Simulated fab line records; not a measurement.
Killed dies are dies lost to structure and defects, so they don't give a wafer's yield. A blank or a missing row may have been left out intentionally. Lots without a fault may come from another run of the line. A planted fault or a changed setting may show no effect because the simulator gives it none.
fab line records	flow sky130
record lots=13	wafers=39	last-day=50
route steps=708 shown VIA2@519 METAL3@536 CAPM@538 PAD_OPEN@708
lots that met no fault: taken from a fault-free run of the same line
start-h: start of the lot's first displayed wafer, in hours after the record's first day	wait-h: hours since the lot's step before	" as in the row above	L1.1+2: several wafers, shown together as one row	- no value, or no start was given	* or withheld: withheld	< > ~ a bound
route shown NAME@n: NAME is a module with steps in the file, n the number in the route of the first one	usual: mean/standard deviation of fault-free wafers	same: alike in all rows	chamber/n: place in a boat	sites: each site's reading	_std_site: standard deviation of those values	_edge_site: the outer-site mean with the inner-site mean subtracted	radius-mm: for every site, how far away it sits from the centre of the wafer	mask NAME#n: copy n	behind: tool/chamber where the wafer was last shaped	hold: what put the lot on hold/how long, in hours/how the hold closed	device: names the non-switching transistor (n, p or np)	end of line: the route-end tests of the same wafers	for a step that has no rows: nothing shown but its recipe	killed: at the first sort, the dies lost to defects and structure; wafer yield is something else	map: per-die view of a wafer (x killed, . not killed, _ where there is no die)
set.NAME: the run value of the setting; set.NAME@STEP: its run value at that earlier step	model.NAME: the simulator's own value behind a step, which no gauge read
a sample of lots followed through the steps of the route, with each step as a table and each wafer as a row
services: the hour from which a tool's chamber was out of use, counted from the record's first day as start-h (under 0 if before that day), plus the number of hours and why
## steps
# step SKY_VIA2_CD_MEAS_12
# recipe target-cd-nm=200
# usual cd-nm=199.8/1.5
lot.wafer	tool	chamber	start-h	wait-h	cd-nm
L960.1	cd-sem-02	-	871.56	-	199.4
L960.3	"	-	"	"	199.1
L960.5	"	-	"	"	200.7
L959.3	cd-sem-01	-	873.44	-	200.9
L959.4	"	-	"	"	200.2
L959.5	"	-	"	"	202.5
L962.2	cd-sem-01	-	880.02	-	198.2
L962.3	"	-	"	"	198.4
L962.4	"	-	"	"	199.8
L961.2	cd-sem-02	-	883.94	-	199.9
L961.3	"	-	"	"	199.7
L961.5	"	-	"	"	199.8
L966.2	cd-sem-02	-	911.28	-	202.7
L966.4	"	-	"	"	201.3
L966.5	"	-	"	"	202.2
L967.4	cd-sem-02	-	913.22	-	199.8
L967.5	"	-	"	"	199.3
L967.6	"	-	"	"	197.0
L968.3	cd-sem-01	-	924.39	-	203.0
L968.4	"	-	"	"	203.3
L968.6	"	-	"	"	201.1
L970.1	cd-sem-01	-	938.65	-	198.9
L970.4	"	-	"	"	199.3
L970.5	"	-	"	"	199.6
L975.1	cd-sem-02	-	973.11	-	199.2
L975.4	"	-	"	"	200.5
L975.5	"	-	"	"	199.3
L976.4	cd-sem-01	-	979.17	-	198.8
L976.5	"	-	"	"	198.2
L976.6	"	-	"	"	198.2
L977.1	cd-sem-01	-	987.70	-	199.9
L977.3	"	-	"	"	202.1
L977.4	"	-	"	"	200.8
L979.1	cd-sem-02	-	998.00	-	198.3
L979.5	"	-	"	"	199.4
L979.6	"	-	"	"	198.3
L980.3	cd-sem-02	-	998.90	-	199.1
L980.5	"	-	"	"	199.3
L980.6	"	-	"	"	200.1
# step SKY_VIA2_CVD_21
# recipe material=W	target-thk-nm=420	time-s=126.4	temp-c=400	pressure-torr=40
# usual heater-power-w=868/140	susceptor-temp-C=399.99/0.19
lot.wafer	tool	chamber	start-h	wait-h	heater-power-w	susceptor-temp-C
L960.1	cvd-w-01	0	872.48	0.0	841	400.36
L960.3	"	0	"	"	825	400.25
L960.5	"	0	"	"	848	400.29
L959.3	cvd-w-01	1	874.44	0.1	643	400.08
L959.4	"	0	"	"	835	400.39
L959.5	"	1	"	"	664	399.86
L962.2	cvd-w-01	0	880.96	0.1	838	400.30
L962.3	"	0	"	"	837	400.18
L962.4	"	0	"	"	848	400.00
L961.2	cvd-w-02	1	884.83	0.0	796	399.90
L961.3	"	1	"	"	795	400.31
L961.5	"	1	"	"	775	400.26
L966.2	cvd-w-02	0	912.67	0.1	1032	399.94
L966.4	"	0	"	"	1039	400.09
L966.5	"	0	"	"	1007	399.87
L967.4	cvd-w-02	0	914.24	0.2	1017	399.97
L967.5	"	0	"	"	1053	399.90
L967.6	"	0	"	"	1033	400.07
L968.3	cvd-w-02	0	925.31	0.1	998	399.92
L968.4	"	1	"	"	816	399.80
L968.6	"	1	"	"	791	399.73
L970.1	cvd-w-02	1	939.60	0.0	781	399.83
L970.4	"	1	"	"	810	400.04
L970.5	"	0	"	"	1019	400.18
L975.1	cvd-w-02	0	974.08	0.0	1031	402.72
L975.4	"	0	"	"	1042	402.29
L975.5	"	1	"	"	799	402.50
L976.4	cvd-w-02	1	980.07	0.0	793	402.52
L976.5	"	0	"	"	1040	402.24
L976.6	"	1	"	"	819	402.71
L977.1	cvd-w-02	0	988.61	0.0	1029	402.49
L977.3	"	1	"	"	794	402.52
L977.4	"	0	"	"	1060	402.63
L979.1	cvd-w-01	1	998.91	0.0	661	399.77
L979.5	"	1	"	"	664	399.63
L979.6	"	1	"	"	679	400.08
L980.3	cvd-w-01	1	999.87	0.1	669	399.63
L980.5	"	1	"	"	665	399.83
L980.6	"	1	"	"	661	399.85
# step SKY_METAL3_SPUTTER_04
# recipe material=TiN	target-thk-nm=70	power-w=6500	time-s=58.3	chamber-pressure-pa=0.4
# usual cathode-dc-power-W=6500.1/1.2	throttle-valve-pct=30.4/1.1
lot.wafer	tool	chamber	start-h	wait-h	cathode-dc-power-W	throttle-valve-pct
L960.1	pvd-sputter-03	-	873.20	0.0	6499.3	30.9
L960.3	"	-	"	"	6498.2	30.0
L960.5	"	-	"	"	6498.8	30.3
L959.3	pvd-sputter-03	-	875.11	0.0	6502.1	30.5
L959.4	"	-	"	"	6501.0	30.0
L959.5	"	-	"	"	6499.5	30.4
L962.2	pvd-sputter-01	-	881.76	0.0	6502.3	28.2
L962.3	"	-	"	"	6500.8	32.0
L962.4	"	-	"	"	6500.8	31.2
L961.2	pvd-sputter-04	-	885.55	0.0	6500.3	31.8
L961.3	"	-	"	"	6498.4	28.4
L961.5	"	-	"	"	6500.7	31.1
L966.2	pvd-sputter-04	-	913.47	0.0	6499.8	31.5
L966.4	"	-	"	"	6500.3	28.6
L966.5	"	-	"	"	6500.1	31.1
L967.4	pvd-sputter-01	-	915.05	0.0	6499.8	30.4
L967.5	"	-	"	"	6497.8	28.3
L967.6	"	-	"	"	6500.9	32.1
L968.3	pvd-sputter-03	-	925.98	0.0	6500.1	30.1
L968.4	"	-	"	"	6499.9	31.3
L968.6	"	-	"	"	6501.1	31.1
L970.1	pvd-sputter-01	-	940.33	0.0	6501.8	31.0
L970.4	"	-	"	"	6501.9	28.3
L970.5	"	-	"	"	6500.4	32.2
L975.1	pvd-sputter-03	-	974.80	0.0	6502.4	31.2
L975.4	"	-	"	"	6500.7	30.1
L975.5	"	-	"	"	6497.8	30.4
L976.4	pvd-sputter-03	-	980.74	0.0	6499.4	31.3
L976.5	"	-	"	"	6499.8	29.5
L976.6	"	-	"	"	6496.2	29.9
L977.1	pvd-sputter-03	-	989.33	0.0	6501.1	30.4
L977.3	"	-	"	"	6500.7	31.4
L977.4	"	-	"	"	6499.8	30.3
L979.1	pvd-sputter-03	-	999.76	0.0	6497.7	30.0
L979.5	"	-	"	"	6501.1	31.6
L979.6	"	-	"	"	6500.0	29.8
L980.3	pvd-sputter-01	-	1000.65	0.0	6500.5	28.3
L980.5	"	-	"	"	6500.3	28.4
L980.6	"	-	"	"	6499.3	31.5
# step SKY_CAPM_THK_MEAS_01
# recipe reads=SiO2_of_CAPM_CVD_00
# usual CAPM_CVD_00_THK=15.59/0.2
lot.wafer	tool	chamber	start-h	wait-h	CAPM_CVD_00_THK[nm]
L960.1	film-metro-01	-	873.27	-	15.37
L960.3	"	-	"	"	15.38
L960.5	"	-	"	"	15.58
L959.3	film-metro-03	-	875.20	-	15.26
L959.4	"	-	"	"	15.68
L959.5	"	-	"	"	15.51
L962.2	film-metro-03	-	881.84	-	15.65
L962.3	"	-	"	"	15.67
L962.4	"	-	"	"	15.96
L961.2	film-metro-01	-	885.63	-	15.36
L961.3	"	-	"	"	15.37
L961.5	"	-	"	"	15.75
L966.2	film-metro-03	-	913.55	-	15.39
L966.4	"	-	"	"	15.70
L966.5	"	-	"	"	15.65
L967.4	film-metro-03	-	915.15	-	15.63
L967.5	"	-	"	"	15.80
L967.6	"	-	"	"	15.80
L968.3	film-metro-04	-	926.07	-	15.10
L968.4	"	-	"	"	15.33
L968.6	"	-	"	"	15.46
L970.1	film-metro-03	-	940.40	-	15.34
L970.4	"	-	"	"	15.71
L970.5	"	-	"	"	15.63
L975.1	film-metro-03	-	974.87	-	15.37
L975.4	"	-	"	"	15.71
L975.5	"	-	"	"	15.47
L976.4	film-metro-04	-	980.84	-	15.39
L976.5	"	-	"	"	15.74
L976.6	"	-	"	"	15.80
L977.1	film-metro-01	-	989.40	-	15.48
L977.3	"	-	"	"	15.76
L977.4	"	-	"	"	15.96
L979.1	film-metro-04	-	999.83	-	15.40
L979.5	"	-	"	"	15.82
L979.6	"	-	"	"	15.57
L980.3	film-metro-03	-	1000.74	-	15.67
L980.5	"	-	"	"	15.99
L980.6	"	-	"	"	16.08
# step SKY_PAD_OPEN_PROBE_99
# usual defect-limited-yield=82.4/2	killed_at_M0_to_M3=44/7.4	killed_at_M4_up=3.1/1.8	killed-at-contacts=24/5.6	killed-at-front-end=15/4.9	killed-at-other=0.4/0.59	killed-dies=87/9.8	killed-open=47/7.2	killed-short=39/6.8	sort_bin_3_pad_short=0.9/0.41	sort_bin_5_function=10.3/1.6	sort_bin_6_memory=6.5/1.1	sort-n-pass=405/9.8	sort-yield-pct=82.4/2
# same gross-dies=492	killed-at-back-side=0	sort_bin_4_leakage[%]=0	sort_bin_8_speed[%]=0
lot.wafer	tool	chamber	start-h	wait-h	defect-limited-yield[%]	killed_at_M0_to_M3	killed_at_M4_up	killed-at-contacts	killed-at-front-end	killed-at-other	killed-dies	killed-open	killed-short	sort_bin_3_pad_short[%]	sort_bin_5_function[%]	sort_bin_6_memory[%]	sort-n-pass	sort-yield-pct[%]
L960.1	prober-01	-	1095.49	0.1	85.4	40	0	21	11	0	72	47	25	0.6	8.3	5.7	420	85.4
L960.3	prober-01	-	1095.59	0.2	81.7	46	2	25	17	0	90	49	41	1.0	10.2	7.1	402	81.7
L960.5	prober-01	-	1095.69	0.2	81.3	48	3	32	9	0	92	58	34	0.8	11.0	6.9	400	81.3
L959.3	prober-02	-	1097.40	0.2	81.7	46	4	24	16	0	90	47	43	1.2	10.6	6.5	402	81.7
L959.4	prober-02	-	1097.45	0.2	82.7	50	5	11	19	0	85	46	38	0.6	9.8	6.9	407	82.7
L959.5	prober-02	-	1097.50	0.2	80.3	40	3	30	24	0	97	44	50	1.6	7.7	10.4	395	80.3
L962.2	prober-02	-	1103.18	0.1	85.6	25	3	29	14	0	71	37	33	1.6	8.1	4.7	421	85.6
L962.3	prober-02	-	1103.23	0.2	81.9	42	4	22	21	0	89	43	46	1.2	11.2	5.7	403	81.9
L962.4	prober-02	-	1103.28	0.2	86.2	29	1	29	9	0	68	34	34	0.2	8.5	5.1	424	86.2
L961.2	prober-01	-	1107.64	0.1	82.7	58	2	11	14	0	85	46	39	0.6	10.6	6.1	407	82.7
L961.3	prober-01	-	1107.69	0.2	80.1	45	3	36	14	0	98	56	42	1.0	12.4	6.5	394	80.1
L961.5	prober-01	-	1107.79	0.2	82.5	45	4	23	14	0	86	44	42	0.6	9.1	7.7	406	82.5
L966.2	prober-01	-	1128.29	0.1	79.7	44	4	36	16	0	100	55	45	1.6	10.2	8.5	392	79.7
L966.4	prober-01	-	1128.39	0.2	81.5	44	1	22	23	1	91	44	46	1.0	10.8	6.7	401	81.5
L966.5	prober-01	-	1128.44	0.2	81.7	46	3	25	15	1	90	45	45	0.6	13.4	4.3	402	81.7
L967.4	prober-02	-	1129.89	0.2	80.1	48	4	32	14	0	98	49	49	1.0	11.4	7.5	394	80.1
L967.5	prober-02	-	1129.94	0.2	80.9	52	4	20	18	0	94	42	52	1.0	11.0	7.1	398	80.9
L967.6	prober-02	-	1129.99	0.2	81.1	44	2	31	15	1	93	52	41	0.6	11.6	6.7	399	81.1
L968.3	prober-01	-	1137.50	0.2	81.3	42	4	31	14	1	92	41	50	1.2	8.1	9.3	400	81.3
L968.4	prober-01	-	1137.55	0.2	84.1	35	5	27	11	0	78	44	34	0.2	9.8	5.9	414	84.1
L968.6	prober-01	-	1137.65	0.2	82.7	52	2	21	9	1	85	50	33	1.0	10.0	6.3	407	82.7
L970.1	prober-01	-	1148.44	0.1	80.3	50	2	25	20	0	97	48	48	0.8	9.8	9.1	395	80.3
L970.4	prober-01	-	1148.59	0.2	81.3	62	1	19	10	0	92	54	38	1.6	11.4	5.7	400	81.3
L970.5	prober-01	-	1148.64	0.2	83.1	39	2	24	18	0	83	46	37	0.8	10.2	5.9	409	83.1
L975.1	prober-02	-	1173.54	0.1	85.0	38	2	21	13	0	74	41	33	1.6	8.7	4.7	418	85.0
L975.4	prober-02	-	1173.69	0.2	84.8	41	3	18	13	0	75	43	32	0.2	10.4	4.7	417	84.8
L975.5	prober-02	-	1173.74	0.2	81.5	47	1	27	16	0	91	52	39	0.4	12.2	5.9	401	81.5
L976.4	prober-01	-	1178.13	0.2	84.6	38	4	22	12	0	76	44	32	0.8	7.9	6.7	416	84.6
L976.5	prober-01	-	1178.18	0.2	80.7	49	2	30	14	0	95	54	41	1.8	10.0	7.5	397	80.7
L976.6	prober-01	-	1178.23	0.2	82.7	49	2	20	14	0	85	46	39	0.6	10.6	6.1	407	82.7
L977.1	prober-02	-	1184.50	0.1	79.3	45	3	31	23	0	102	55	47	1.6	12.8	6.3	390	79.3
L977.3	prober-02	-	1184.60	0.2	80.9	44	3	34	13	0	94	51	42	1.0	12.8	5.3	398	80.9
L977.4	prober-02	-	1184.65	0.2	80.5	45	1	33	17	0	96	52	44	0.4	11.2	7.9	396	80.5
L979.1	prober-02	-	1189.79	0.1	82.5	34	7	24	20	1	86	42	43	1.2	10.6	5.7	406	82.5
L979.5	prober-02	-	1189.99	0.2	86.2	37	0	27	4	0	68	46	22	0.6	6.9	6.3	424	86.2
L979.6	prober-02	-	1190.04	0.2	84.1	34	4	28	11	1	78	45	32	1.0	8.5	6.3	414	84.1
L980.3	prober-01	-	1190.92	0.2	81.7	47	5	17	21	0	90	54	36	0.2	11.8	6.3	402	81.7
L980.5	prober-01	-	1191.02	0.2	81.1	45	3	29	16	0	93	51	42	1.0	12.8	5.1	399	81.1
L980.6	prober-01	-	1191.07	0.2	83.3	41	3	17	20	1	82	45	37	2.0	8.5	6.1	410	83.3
# killed by level:class
L960.1 VIA2:geometric-particle:open=9 LI_CONTACT:geometric-particle:open=8 VIA1:geometric-particle:open=8 POLY_GATE:geometric-particle:open=6 CONTACT:geometric-particle:open=6 METAL1:geometric-particle:short=6 METAL3:geometric-particle:short=4 VIA3:geometric-particle:open=4
L960.3 VIA2:geometric-particle:open=8 VIA3:geometric-particle:open=8 METAL1:geometric-particle:short=7 CONTACT:geometric-particle:open=7 LI_CONTACT:geometric-particle:open=6 VIA1:geometric-particle:open=6 FIELD_ISO:geometric-particle:open=4 POLY_GATE:geometric-particle:short=4
L960.5 LI_CONTACT:geometric-particle:open=12 CONTACT:geometric-particle:open=12 VIA1:geometric-particle:open=11 VIA3:geometric-particle:open=7 METAL1:geometric-particle:short=7 VIA2:geometric-particle:open=7 VIA1:geometric-particle:short=6 LOCAL_INTERCONNECT:geometric-particle:short=4
L959.3 LI_CONTACT:geometric-particle:open=8 CONTACT:geometric-particle:open=8 VIA1:geometric-particle:open=7 FIELD_ISO:geometric-particle:open=6 METAL1:geometric-particle:short=6 VIA3:geometric-particle:open=6 METAL2:geometric-particle:short=5 VIA3:geometric-particle:short=5
L959.4 VIA1:geometric-particle:open=11 METAL1:geometric-particle:short=10 VIA3:geometric-particle:open=10 METAL2:geometric-particle:short=9 POLY_GATE:geometric-particle:open=6 LI_CONTACT:geometric-particle:open=5 CONTACT:geometric-particle:open=4 FIELD_ISO:geometric-particle:short=3
L959.5 LI_CONTACT:geometric-particle:open=13 POLY_GATE:geometric-particle:short=10 VIA1:geometric-particle:open=6 VIA2:geometric-particle:open=6 LOCAL_INTERCONNECT:geometric-particle:short=5 CONTACT:geometric-particle:open=5 METAL1:geometric-particle:short=5 METAL3:geometric-particle:short=5
L962.2 CONTACT:geometric-particle:open=7 LOCAL_INTERCONNECT:geometric-particle:short=7 POLY_GATE:geometric-particle:open=6 LI_CONTACT:geometric-particle:open=6 METAL1:geometric-particle:short=5 CONTACT:geometric-particle:short=4 FIELD_ISO:geometric-particle:short=3 LI_CONTACT:geometric-particle:short=3
L962.3 VIA3:geometric-particle:open=11 VIA2:geometric-particle:open=7 LI_CONTACT:geometric-particle:open=6 VIA1:geometric-particle:open=6 METAL2:geometric-particle:short=6 LOCAL_INTERCONNECT:geometric-particle:short=5 CONTACT:geometric-particle:short=5 VIA2:geometric-particle:short=5
L962.4 CONTACT:geometric-particle:open=10 LI_CONTACT:geometric-particle:open=6 METAL2:geometric-particle:short=6 VIA2:geometric-particle:open=6 LOCAL_INTERCONNECT:geometric-particle:short=5 CONTACT:geometric-particle:short=5 POLY_GATE:geometric-particle:short=4 VIA3:geometric-particle:open=4
L961.2 VIA1:geometric-particle:open=10 VIA3:geometric-particle:open=8 METAL2:geometric-particle:short=7 VIA2:geometric-particle:open=7 METAL1:geometric-particle:short=6 FIELD_ISO:geometric-particle:short=5 METAL2:geometric-particle:open=5 LI_CONTACT:geometric-particle:open=4
L961.3 CONTACT:geometric-particle:open=13 VIA2:geometric-particle:open=8 VIA1:geometric-particle:open=8 CONTACT:geometric-particle:short=7 LOCAL_INTERCONNECT:geometric-particle:short=6 FIELD_ISO:geometric-particle:open=5 LI_CONTACT:geometric-particle:short=5 LI_CONTACT:geometric-particle:open=5
L961.5 VIA2:geometric-particle:open=7 CONTACT:geometric-particle:open=7 VIA3:geometric-particle:open=7 LI_CONTACT:geometric-particle:open=6 METAL2:geometric-particle:short=6 METAL3:geometric-particle:short=6 POLY_GATE:geometric-particle:short=4 LI_CONTACT:geometric-particle:short=4
L966.2 CONTACT:geometric-particle:open=19 VIA1:geometric-particle:open=11 VIA1:geometric-particle:short=8 POLY_GATE:geometric-particle:short=7 VIA2:geometric-particle:open=7 LOCAL_INTERCONNECT:geometric-particle:short=6 CONTACT:geometric-particle:short=5 POLY_GATE:geometric-particle:open=4
L966.4 LI_CONTACT:geometric-particle:open=11 VIA3:geometric-particle:open=7 VIA1:geometric-particle:open=7 METAL2:geometric-particle:short=7 FIELD_ISO:geometric-particle:short=6 CONTACT:geometric-particle:short=5 VIA1:geometric-particle:short=5 VIA3:geometric-particle:short=5
L966.5 CONTACT:geometric-particle:open=7 VIA1:geometric-particle:short=7 METAL3:geometric-particle:open=6 CONTACT:geometric-particle:short=6 VIA1:geometric-particle:open=6 VIA2:geometric-particle:open=6 POLY_GATE:geometric-particle:open=5 LI_CONTACT:geometric-particle:short=5
L967.4 VIA1:geometric-particle:open=9 VIA1:geometric-particle:short=9 CONTACT:geometric-particle:open=8 METAL1:geometric-particle:short=8 CONTACT:geometric-particle:short=7 LI_CONTACT:geometric-particle:open=6 LOCAL_INTERCONNECT:geometric-particle:short=6 VIA3:geometric-particle:open=5
L967.5 VIA1:geometric-particle:open=13 METAL2:geometric-particle:short=8 VIA2:geometric-particle:open=7 FIELD_ISO:geometric-particle:open=6 CONTACT:geometric-particle:open=6 LOCAL_INTERCONNECT:geometric-particle:short=5 FIELD_ISO:geometric-particle:short=4 VIA1:geometric-particle:short=4
L967.6 CONTACT:geometric-particle:open=12 VIA3:geometric-particle:open=12 VIA1:geometric-particle:open=8 LI_CONTACT:geometric-particle:open=7 FIELD_ISO:geometric-particle:short=5 METAL1:geometric-particle:short=5 METAL2:geometric-particle:short=5 LOCAL_INTERCONNECT:geometric-particle:open=4
L968.3 CONTACT:geometric-particle:open=10 CONTACT:geometric-particle:short=9 METAL1:geometric-particle:short=8 VIA1:geometric-particle:open=8 VIA3:geometric-particle:open=6 LI_CONTACT:geometric-particle:open=5 VIA2:geometric-particle:open=5 FIELD_ISO:geometric-particle:short=4
L968.4 VIA1:geometric-particle:open=9 LOCAL_INTERCONNECT:geometric-particle:short=8 CONTACT:geometric-particle:open=8 VIA3:geometric-particle:open=8 VIA2:geometric-particle:open=6 CONTACT:geometric-particle:short=5 LI_CONTACT:geometric-particle:open=4 METAL2:geometric-particle:short=3
L968.6 VIA1:geometric-particle:open=16 LI_CONTACT:geometric-particle:open=8 VIA2:geometric-particle:open=8 VIA3:geometric-particle:open=7 CONTACT:geometric-particle:open=6 METAL1:geometric-particle:short=6 VIA2:geometric-particle:short=6 FIELD_ISO:geometric-particle:short=4
L970.1 VIA1:geometric-particle:open=13 CONTACT:geometric-particle:open=9 METAL1:geometric-particle:short=8 FIELD_ISO:geometric-particle:short=5 LI_CONTACT:geometric-particle:open=5 LOCAL_INTERCONNECT:geometric-particle:short=5 VIA3:geometric-particle:open=5 VIA2:geometric-particle:open=5
L970.4 VIA1:geometric-particle:open=18 VIA3:geometric-particle:open=9 METAL1:geometric-particle:short=7 CONTACT:geometric-particle:open=6 VIA2:geometric-particle:open=6 VIA2:geometric-particle:short=5 VIA1:geometric-particle:short=5 METAL2:geometric-particle:short=5
L970.5 VIA1:geometric-particle:open=10 VIA2:geometric-particle:open=7 LI_CONTACT:geometric-particle:open=6 POLY_GATE:geometric-particle:open=5 LI_CONTACT:geometric-particle:short=5 LOCAL_INTERCONNECT:geometric-particle:short=5 CONTACT:geometric-particle:open=5 METAL1:geometric-particle:short=4
L975.1 VIA2:geometric-particle:open=10 CONTACT:geometric-particle:open=9 CONTACT:geometric-particle:short=7 METAL1:geometric-particle:short=5 VIA3:geometric-particle:open=5 FIELD_ISO:geometric-particle:open=4 LI_CONTACT:geometric-particle:open=4 VIA3:geometric-particle:short=4
L975.4 VIA1:geometric-particle:open=9 LI_CONTACT:geometric-particle:open=8 VIA3:geometric-particle:open=7 VIA2:geometric-particle:open=6 METAL2:geometric-particle:short=5 VIA3:geometric-particle:short=5 FIELD_ISO:geometric-particle:open=4 CONTACT:geometric-particle:open=4
L975.5 VIA1:geometric-particle:open=11 VIA2:geometric-particle:open=11 CONTACT:geometric-particle:open=10 METAL2:geometric-particle:short=7 CONTACT:geometric-particle:short=6 FIELD_ISO:geometric-particle:short=5 FIELD_ISO:geometric-particle:open=5 LOCAL_INTERCONNECT:geometric-particle:short=5
L976.4 VIA1:geometric-particle:open=11 LI_CONTACT:geometric-particle:open=8 CONTACT:geometric-particle:open=8 METAL1:geometric-particle:short=6 VIA2:geometric-particle:open=6 FIELD_ISO:geometric-particle:short=5 SPACER:geometric-particle:open=3 LOCAL_INTERCONNECT:geometric-particle:short=3
L976.5 VIA1:geometric-particle:open=11 LI_CONTACT:geometric-particle:open=10 CONTACT:geometric-particle:open=9 VIA3:geometric-particle:open=9 METAL2:geometric-particle:short=7 VIA2:geometric-particle:open=7 FIELD_ISO:geometric-particle:open=5 METAL1:geometric-particle:short=5
L976.6 VIA3:geometric-particle:open=9 VIA1:geometric-particle:open=7 VIA2:geometric-particle:open=7 CONTACT:geometric-particle:open=6 LI_CONTACT:geometric-particle:open=5 VIA1:geometric-particle:short=5 VIA2:geometric-particle:short=5 FIELD_ISO:geometric-particle:short=4
L977.1 CONTACT:geometric-particle:open=12 VIA1:geometric-particle:open=10 METAL1:geometric-particle:short=10 POLY_GATE:geometric-particle:short=7 LI_CONTACT:geometric-particle:open=6 VIA3:geometric-particle:open=6 FIELD_ISO:geometric-particle:open=5 LOCAL_INTERCONNECT:geometric-particle:short=5
L977.3 CONTACT:geometric-particle:open=14 VIA1:geometric-particle:open=11 LOCAL_INTERCONNECT:geometric-particle:short=8 POLY_GATE:geometric-particle:open=6 METAL2:geometric-particle:short=6 VIA3:geometric-particle:open=6 VIA1:geometric-particle:short=5 LI_CONTACT:geometric-particle:open=4
L977.4 CONTACT:geometric-particle:open=11 VIA1:geometric-particle:open=11 LI_CONTACT:geometric-particle:open=9 CONTACT:geometric-particle:short=9 METAL2:geometric-particle:short=8 VIA3:geometric-particle:open=6 FIELD_ISO:geometric-particle:short=4 POLY_GATE:geometric-particle:short=4
L979.1 VIA1:geometric-particle:open=7 CONTACT:geometric-particle:short=6 SPACER:geometric-particle:open=5 LI_CONTACT:geometric-particle:short=5 LOCAL_INTERCONNECT:geometric-particle:short=5 VIA3:geometric-particle:open=5 FIELD_ISO:geometric-particle:short=4 CONTACT:geometric-particle:open=4
L979.5 LI_CONTACT:geometric-particle:open=11 VIA1:geometric-particle:open=10 CONTACT:geometric-particle:open=7 VIA3:geometric-particle:open=6 VIA2:geometric-particle:open=6 LOCAL_INTERCONNECT:geometric-particle:short=5 METAL2:geometric-particle:short=4 VIA3:geometric-particle:short=4
L979.6 CONTACT:geometric-particle:open=13 VIA1:geometric-particle:open=9 LI_CONTACT:geometric-particle:open=7 METAL2:geometric-particle:short=7 LOCAL_INTERCONNECT:geometric-particle:short=5 VIA3:geometric-particle:open=4 METAL4:geometric-particle:short=4 FIELD_ISO:geometric-particle:open=3
L980.3 VIA1:geometric-particle:open=10 FIELD_ISO:geometric-particle:open=8 CONTACT:geometric-particle:open=7 VIA1:geometric-particle:short=7 METAL1:geometric-particle:short=6 VIA3:geometric-particle:open=6 LI_CONTACT:geometric-particle:open=5 VIA2:geometric-particle:open=5
L980.5 CONTACT:geometric-particle:open=11 VIA1:geometric-particle:open=9 LI_CONTACT:geometric-particle:open=7 VIA3:geometric-particle:open=7 METAL1:geometric-particle:short=7 VIA2:geometric-particle:open=7 LI_CONTACT:geometric-particle:short=5 METAL2:geometric-particle:short=5
L980.6 VIA1:geometric-particle:open=9 VIA2:geometric-particle:open=8 METAL1:geometric-particle:short=7 CONTACT:geometric-particle:open=6 LI_CONTACT:geometric-particle:open=5 VIA1:geometric-particle:short=5 VIA3:geometric-particle:open=5 POLY_CUT:geometric-particle:short=4
## services
tool	chamber	start-h	hours	kind
pvd-sputter-01	-	856.86	5.8	repair
cvd-w-02	-	859.10	2.8	pm
cvd-w-01	1	880.45	2.7	repair
cvd-w-01	-	904.00	14.0	pm
cvd-w-01	0	904.00	14.0	vent-cycle
cvd-w-01	1	904.00	14.0	vent-cycle
cvd-w-02	1	907.24	11.4	repair
pvd-sputter-04	-	911.24	1.8	repair
cvd-w-01	0	918.00	-	clean
cvd-w-01	1	918.00	-	clean
pvd-sputter-03	-	920.58	4.2	repair
cvd-w-02	-	962.70	0.4	repair
cvd-w-02	0	991.60	-	calibration
cvd-w-01	0	998.82	20.0	repair
## key
first-sign step=SKY_VIA2_CVD_21	reading=susceptor-temp-C	direction=up	sigmas=13	usual=*	struck=*
effect none on later readings
met-at SKY_VIA2_CVD_21
struck-lots L975,L976,L977
not-acting-at SKY_VIA2_CD_MEAS_12,SKY_METAL3_SPUTTER_04,SKY_CAPM_THK_MEAS_01
onset-between 939.60 974.08
fault kind=process-parameter-drift	tool=cvd-w-02	chamber=-	onset-h=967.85	steps=SKY_VIA2_CVD_21	channel=temp-c	offset=*	shape=step	end-h=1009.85	acts-in=*	stated=*
